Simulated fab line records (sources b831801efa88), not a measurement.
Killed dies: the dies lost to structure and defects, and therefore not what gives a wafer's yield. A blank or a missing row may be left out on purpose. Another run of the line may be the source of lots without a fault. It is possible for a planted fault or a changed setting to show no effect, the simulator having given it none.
fab line records || flow sky130
record: {"lots": 14, "wafers": 42, "lastDay": 50}
route steps=708 shown VIA3@581
lots that met no fault: taken from a fault-free run of the same line
startH: hours from the record's opening day to when the first of the lot's shown wafers began || waitH: time in hours since the lot's previous step || " as in the row above || L1.1+2: one row covering several wafers at once || - no value, or no start given || * or withheld: withheld || < > ~ a bound
route shown NAME@n: names a module that has steps shown in the file, with the first one's number in the route || usual: mean/standard deviation taken from wafers without a fault || same: alike in all rows || chamber/n: place in a boat || sites: each site's reading || _std_site: standard deviation of those values || _edge_site: mean of outer sites minus mean of inner sites || radiusMm: how far each site lies from the wafer's centre || mask NAME#n: copy n || behind: tool/chamber where the wafer was last shaped || hold: why the lot was held/for how many hours/how that ended || device: the transistor (n, p or np) that didn't switch || end of line: tests run on the same wafers once the route is complete || where a step has no rows: the recipe by itself || killed: dies lost to structure and defects at the first sort, not the wafer's yield || map: per-die view of a wafer (x killed, . not killed, _ where there is no die)
set.NAME: the setting the step ran with; set.NAME@STEP: the setting that earlier step ran with || model.NAME: the simulator's own value behind a step, which no gauge read
route steps across a sampled set of lots; one table per step, one row per wafer
== steps ==
step: SKY_VIA3_SOFTBAKE_08
recipe: {"tempC": 100, "timeS": 90, "resist": "KrF-thick"}
usual: {"heaterPowerTotalW": "57.37/0.12", "runLengthS": "119.22/0.12"}
{"lot.wafer": "L629.2", "tool": "lithoTrack-01", "chamber": 0, "startH": 912, "waitH": "-", "heaterPowerTotalW": 57.35, "runLengthS": 119.13}
{"lot.wafer": "L629.5", "tool": "lithoTrack-01", "chamber": 0, "startH": 912, "waitH": "-", "heaterPowerTotalW": 57.22, "runLengthS": 119.15}
{"lot.wafer": "L629.6", "tool": "lithoTrack-01", "chamber": 0, "startH": 912, "waitH": "-", "heaterPowerTotalW": 57.46, "runLengthS": 119.10}
{"lot.wafer": "L631.3", "tool": "lithoTrack-01", "chamber": 0, "startH": 919, "waitH": "-", "heaterPowerTotalW": 57.43, "runLengthS": 119.30}
{"lot.wafer": "L631.4", "tool": "lithoTrack-01", "chamber": 0, "startH": 920, "waitH": "-", "heaterPowerTotalW": 57.43, "runLengthS": 119.10}
{"lot.wafer": "L631.5", "tool": "lithoTrack-01", "chamber": 0, "startH": 920, "waitH": "-", "heaterPowerTotalW": 57.38, "runLengthS": 119.14}
{"lot.wafer": "L630.1", "tool": "lithoTrack-01", "chamber": 0, "startH": 930, "waitH": "-", "heaterPowerTotalW": 57.20, "runLengthS": 119.10}
{"lot.wafer": "L630.2", "tool": "lithoTrack-01", "chamber": 0, "startH": 930, "waitH": "-", "heaterPowerTotalW": 57.41, "runLengthS": 119.37}
{"lot.wafer": "L630.5", "tool": "lithoTrack-01", "chamber": 0, "startH": 930, "waitH": "-", "heaterPowerTotalW": 57.16, "runLengthS": 119.20}
{"lot.wafer": "L632.1", "tool": "lithoTrack-01", "chamber": 0, "startH": 934, "waitH": "-", "heaterPowerTotalW": 57.30, "runLengthS": 119.16}
{"lot.wafer": "L632.5", "tool": "lithoTrack-01", "chamber": 0, "startH": 934, "waitH": "-", "heaterPowerTotalW": 57.35, "runLengthS": 119.32}
{"lot.wafer": "L632.6", "tool": "lithoTrack-01", "chamber": 0, "startH": 934, "waitH": "-", "heaterPowerTotalW": 57.51, "runLengthS": 119.10}
{"lot.wafer": "L634.1", "tool": "lithoTrack-04", "chamber": 0, "startH": 946, "waitH": "-", "heaterPowerTotalW": 57.59, "runLengthS": 119.09}
{"lot.wafer": "L634.2", "tool": "lithoTrack-04", "chamber": 0, "startH": 946, "waitH": "-", "heaterPowerTotalW": 57.15, "runLengthS": 119.18}
{"lot.wafer": "L634.3", "tool": "lithoTrack-04", "chamber": 0, "startH": 946, "waitH": "-", "heaterPowerTotalW": 57.15, "runLengthS": 119.25}
{"lot.wafer": "L636.1", "tool": "lithoTrack-01", "chamber": 0, "startH": 967, "waitH": "-", "heaterPowerTotalW": 58.41, "runLengthS": 115.97}
{"lot.wafer": "L636.4", "tool": "lithoTrack-01", "chamber": 0, "startH": 967, "waitH": "-", "heaterPowerTotalW": 58.38, "runLengthS": 115.63}
{"lot.wafer": "L636.5", "tool": "lithoTrack-01", "chamber": 0, "startH": 967, "waitH": "-", "heaterPowerTotalW": 58.32, "runLengthS": 115.73}
{"lot.wafer": "L638.1", "tool": "lithoTrack-01", "chamber": 0, "startH": 970, "waitH": "-", "heaterPowerTotalW": 58.42, "runLengthS": 115.73}
{"lot.wafer": "L638.2", "tool": "lithoTrack-01", "chamber": 0, "startH": 970, "waitH": "-", "heaterPowerTotalW": 58.27, "runLengthS": 115.71}
{"lot.wafer": "L638.3", "tool": "lithoTrack-01", "chamber": 0, "startH": 970, "waitH": "-", "heaterPowerTotalW": 58.36, "runLengthS": 115.83}
{"lot.wafer": "L643.2", "tool": "lithoTrack-01", "chamber": 0, "startH": 1050, "waitH": "-", "heaterPowerTotalW": 57.27, "runLengthS": 119.50}
{"lot.wafer": "L643.3", "tool": "lithoTrack-01", "chamber": 0, "startH": 1050, "waitH": "-", "heaterPowerTotalW": 57.56, "runLengthS": 119.46}
{"lot.wafer": "L643.4", "tool": "lithoTrack-01", "chamber": 0, "startH": 1050, "waitH": "-", "heaterPowerTotalW": 57.44, "runLengthS": 119.09}
{"lot.wafer": "L648.1", "tool": "lithoTrack-01", "chamber": 0, "startH": 1051, "waitH": "-", "heaterPowerTotalW": 57.27, "runLengthS": 119.22}
{"lot.wafer": "L648.3", "tool": "lithoTrack-01", "chamber": 0, "startH": 1051, "waitH": "-", "heaterPowerTotalW": 57.40, "runLengthS": 119.28}
{"lot.wafer": "L648.6", "tool": "lithoTrack-01", "chamber": 0, "startH": 1051, "waitH": "-", "heaterPowerTotalW": 57.56, "runLengthS": 119.11}
{"lot.wafer": "L647.1", "tool": "lithoTrack-01", "chamber": 0, "startH": 1052, "waitH": "-", "heaterPowerTotalW": 57.26, "runLengthS": 119.23}
{"lot.wafer": "L647.2", "tool": "lithoTrack-01", "chamber": 0, "startH": 1052, "waitH": "-", "heaterPowerTotalW": 57.26, "runLengthS": 119.19}
{"lot.wafer": "L647.4", "tool": "lithoTrack-01", "chamber": 0, "startH": 1052, "waitH": "-", "heaterPowerTotalW": 57.23, "runLengthS": 119.20}
{"lot.wafer": "L646.2", "tool": "lithoTrack-04", "chamber": 0, "startH": 1052, "waitH": "-", "heaterPowerTotalW": 57.42, "runLengthS": 119.21}
{"lot.wafer": "L646.5", "tool": "lithoTrack-04", "chamber": 0, "startH": 1052, "waitH": "-", "heaterPowerTotalW": 57.64, "runLengthS": 119.10}
{"lot.wafer": "L646.6", "tool": "lithoTrack-04", "chamber": 0, "startH": 1052, "waitH": "-", "heaterPowerTotalW": 57.44, "runLengthS": 119.18}
{"lot.wafer": "L649.2", "tool": "lithoTrack-03", "chamber": 0, "startH": 1053, "waitH": "-", "heaterPowerTotalW": 57.25, "runLengthS": 119.30}
{"lot.wafer": "L649.3", "tool": "lithoTrack-03", "chamber": 0, "startH": 1053, "waitH": "-", "heaterPowerTotalW": 57.51, "runLengthS": 119.11}
{"lot.wafer": "L649.4", "tool": "lithoTrack-03", "chamber": 0, "startH": 1053, "waitH": "-", "heaterPowerTotalW": 57.48, "runLengthS": 119.22}
{"lot.wafer": "L650.1", "tool": "lithoTrack-01", "chamber": 0, "startH": 1054, "waitH": "-", "heaterPowerTotalW": 57.27, "runLengthS": 119.40}
{"lot.wafer": "L650.3", "tool": "lithoTrack-01", "chamber": 0, "startH": 1054, "waitH": "-", "heaterPowerTotalW": 57.50, "runLengthS": 119.35}
{"lot.wafer": "L650.6", "tool": "lithoTrack-01", "chamber": 0, "startH": 1054, "waitH": "-", "heaterPowerTotalW": 57.59, "runLengthS": 119.48}
{"lot.wafer": "L652.1", "tool": "lithoTrack-04", "chamber": 0, "startH": 1061, "waitH": "-", "heaterPowerTotalW": 57.46, "runLengthS": 119.25}
{"lot.wafer": "L652.4", "tool": "lithoTrack-04", "chamber": 0, "startH": 1061, "waitH": "-", "heaterPowerTotalW": 57.57, "runLengthS": 119.10}
{"lot.wafer": "L652.6", "tool": "lithoTrack-04", "chamber": 0, "startH": 1061, "waitH": "-", "heaterPowerTotalW": 57.53, "runLengthS": 119.07}
== key ==
firstSign: {"step": "SKY_VIA3_SOFTBAKE_08", "reading": "runLengthS", "direction": "down", "sigmas": 30, "usual": "*", "struck": "*"}
effect: {"step": "SKY_VIA3_SOFTBAKE_08", "reading": "heaterPowerTotalW", "direction": "up", "sigmas": 8, "usual": "*", "struck": "*"}
metAt SKY_VIA3_SOFTBAKE_08
struckLots L636,L638
onsetBetween 934 967
fault: {"kind": "processParameterDrift", "tool": "lithoTrack-01", "chamber": "-", "onsetH": 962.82, "steps": "SKY_VIA3_SOFTBAKE_08", "channel": "timeS", "offset": "*", "shape": "step", "endH": 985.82, "actsIn": "*", "stated": "*"}
